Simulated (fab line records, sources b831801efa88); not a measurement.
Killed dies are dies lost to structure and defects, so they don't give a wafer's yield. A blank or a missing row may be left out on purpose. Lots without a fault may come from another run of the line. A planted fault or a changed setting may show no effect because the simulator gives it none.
Which tool did it? | flow gf180mcu | 13 lots, 39 wafers sampled, at 5 steps of a route of 602

WHAT THE GAUGES READ, wafer by wafer
GF_M2_THK_MEAS_06: measures by xrf.
lot  | measured     | on            | M2_ALCU_THK (nm)
L373 | day 18 19:26 | film_metro-03 | 442 442 443
L374 | day 19 11:20 | film_metro-01 | 458 456 455
L375 | day 20 04:46 | film_metro-03 | 443 440 442
L377 | day 21 05:22 | film_metro-03 | 453 444 448
L378 | day 21 15:04 | film_metro-03 | 448 447 449
L385 | day 23 12:10 | film_metro-04 | 451 452 453
L386 | day 23 21:49 | film_metro-04 | 448 453 448
L389 | day 24 20:55 | film_metro-04 | 451 449 453
L390 | day 25 09:43 | film_metro-04 | 451 448 449
L391 | day 25 17:10 | film_metro-03 | 450 452 450
L392 | day 25 19:13 | film_metro-01 | 446 442 447
L395 | day 26 15:02 | film_metro-03 | 453 458 453
L394 | day 26 17:43 | film_metro-04 | 443 442 444

GF_M2_OVL_MEAS_15.
lot  | measured     | on         | M2_OVL (nm)
L373 | day 19 19:53 | overlay-01 | -3 -5 -2
L374 | day 20 11:45 | overlay-01 | -11 -3 -5
L375 | day 21 05:21 | overlay-01 | 1 -3 -3
L377 | day 22 05:49 | overlay-02 | -12 -7 -11
L378 | day 22 14:26 | overlay-02 | 4 1 4
L385 | day 24 11:10 | overlay-01 | 0 -8 -2
L386 | day 24 20:19 | overlay-01 | 0 -8 -7
L389 | day 25 17:53 | overlay-02 | -2 -6 -3
L390 | day 26 06:32 | overlay-01 | -8 -8 -10
L391 | day 26 14:36 | overlay-02 | -10 -4 -19
L392 | day 26 16:31 | overlay-01 | -3 -1 -1
L395 | day 27 11:45 | overlay-01 | 6 -6 -7
L394 | day 27 14:08 | overlay-01 | -10 -10 -12

GF_V2_RS_MEAS_24: measures by four-point-probe.
lot  | measured     | on            | V2_W_RS (ohm/sq)
L373 | day 20 22:59 | film_metro-04 | 0.328 0.326 0.324
L374 | day 21 15:19 | film_metro-04 | 0.328 0.332 0.328
L375 | day 22 08:10 | film_metro-04 | 0.313 0.309 0.309
L377 | day 23 08:15 | film_metro-04 | 0.312 0.314 0.333
L378 | day 23 16:22 | film_metro-02 | 0.320 0.321 0.332
L385 | day 25 11:56 | film_metro-01 | 0.328 0.317 0.320
L386 | day 25 20:23 | film_metro-02 | 0.330 0.330 0.327
L389 | day 26 17:56 | film_metro-01 | 0.329 0.324 0.328
L390 | day 27 06:20 | film_metro-04 | 0.328 0.328 0.328
L391 | day 27 14:01 | film_metro-02 | 0.333 0.330 0.330
L392 | day 27 16:10 | film_metro-04 | 0.327 0.334 0.328
L395 | day 28 10:53 | film_metro-01 | 0.325 0.315 0.322
L394 | day 28 12:35 | film_metro-01 | 0.327 0.331 0.328

WHICH TOOL RAN EACH LOT (tool, then ch and the chambers of the sampled wafers, then the start)
lot  | GF_V2_CMP_04                  | GF_V2_CVD_23
L373 | cmp-01 ch 0,1,2, day 19 20:50 | cvd_w-01 ch 0,1, day 20 22:52
L374 | cmp-01 ch 0,1,3, day 20 12:41 | cvd_w-01 ch 0,1, day 21 15:11
L375 | cmp-02 ch 0,1, day 21 06:19   | cvd_w-01 ch 0, day 22 08:02
L377 | cmp-02 ch 0,1,3, day 22 06:47 | cvd_w-01 ch 0,1, day 23 08:07
L378 | cmp-01 ch 1,2,3, day 22 15:26 | cvd_w-02 ch 0,1, day 23 16:16
L385 | cmp-01 ch 0,2,3, day 24 12:35 | cvd_w-02 ch 0,1, day 25 11:48
L386 | cmp-01 ch 0,1,2, day 24 21:18 | cvd_w-01 ch 0,1, day 25 20:16
L389 | cmp-01 ch 0,1,3, day 25 19:10 | cvd_w-01 ch 0,1, day 26 17:49
L390 | cmp-01 ch 1,2,3, day 26 07:37 | cvd_w-01 ch 0,1, day 27 06:13
L391 | cmp-01 ch 0,3, day 26 15:32   | cvd_w-01 ch 0,1, day 27 13:54
L392 | cmp-02 ch 2,3, day 26 17:39   | cvd_w-01 ch 0,1, day 27 16:02
L395 | cmp-02 ch 2,3, day 27 12:50   | cvd_w-02 ch 0,1, day 28 10:46
L394 | cmp-01 ch 0,1, day 27 15:05   | cvd_w-01 ch 0,1, day 28 12:28
- GF_V2_CMP_04: polishes SiO2.
- GF_V2_CVD_23: deposits W, target thk 350 nm, time 104.94 s.

WHAT THE TOOLS THEMSELVES READ (means of the sampled wafers that have a number; where no wafer has one, the mark that the record gives instead)
GF_V2_CMP_04.
lot  | tool   | motor_current_A (A) | retaining_ring_pressure_frac | time_to_endpoint_s (s)
L373 | cmp-01 | 12.4                | 1.004                        | 75
L374 | cmp-01 | 11.6                | 0.996                        | 90
L375 | cmp-02 | 12.1                | 1.004                        | 83
L377 | cmp-02 | 11.5                | 1.003                        | 79
L378 | cmp-01 | 11.8                | 0.999                        | 77
L385 | cmp-01 | 12.5                | 1.001                        | 86
L386 | cmp-01 | 12.5                | 0.997                        | 82
L389 | cmp-01 | 11.3                | 0.998                        | 79
L390 | cmp-01 | 11.9                | 0.998                        | 81
L391 | cmp-01 | 11.5                | 1.001                        | 84
L392 | cmp-02 | 12.9                | 1.007                        | 81
L395 | cmp-02 | 12.9                | 1.000                        | 82
L394 | cmp-01 | 11.5                | 1.003                        | 87

GF_V2_CVD_23.
lot  | tool     | heater_power_w (W)
L373 | cvd_w-01 | 741
L374 | cvd_w-01 | 831
L375 | cvd_w-01 | 939
L377 | cvd_w-01 | 846
L378 | cvd_w-02 | 828
L385 | cvd_w-02 | 818
L386 | cvd_w-01 | 739
L389 | cvd_w-01 | 852
L390 | cvd_w-01 | 750
L391 | cvd_w-01 | 745
L392 | cvd_w-01 | 840
L395 | cvd_w-02 | 838
L394 | cvd_w-01 | 839

THE ANSWER, worked out from the rows above alone
Rule: what is usual is taken from the lots themselves. Put in order of their means at a reading, lots are off if they are a third of the lots or fewer, leave a main group of 4 or more, and stand apart from it by a gap of 3 or more times the standard deviation of the main group's means; of several such gaps the widest counts. A main group whose means are all the same, to the digits that the tables above print for the reading, isn't used. A lot without any number at a reading at which 4 lots or more have one is off too. The other lots that the step has rows for count as sound. The gauges are gone through in route order, then the tools' own readings, and for those a lot's mean is taken as printed above. The first step at which some lot is off is used, and at that step the reading that is off furthest; a lot without a number counts as furthest.
No lot is off at any reading shown: from this, nothing can be told.

WHAT THE SIMULATOR HAD PUT IN
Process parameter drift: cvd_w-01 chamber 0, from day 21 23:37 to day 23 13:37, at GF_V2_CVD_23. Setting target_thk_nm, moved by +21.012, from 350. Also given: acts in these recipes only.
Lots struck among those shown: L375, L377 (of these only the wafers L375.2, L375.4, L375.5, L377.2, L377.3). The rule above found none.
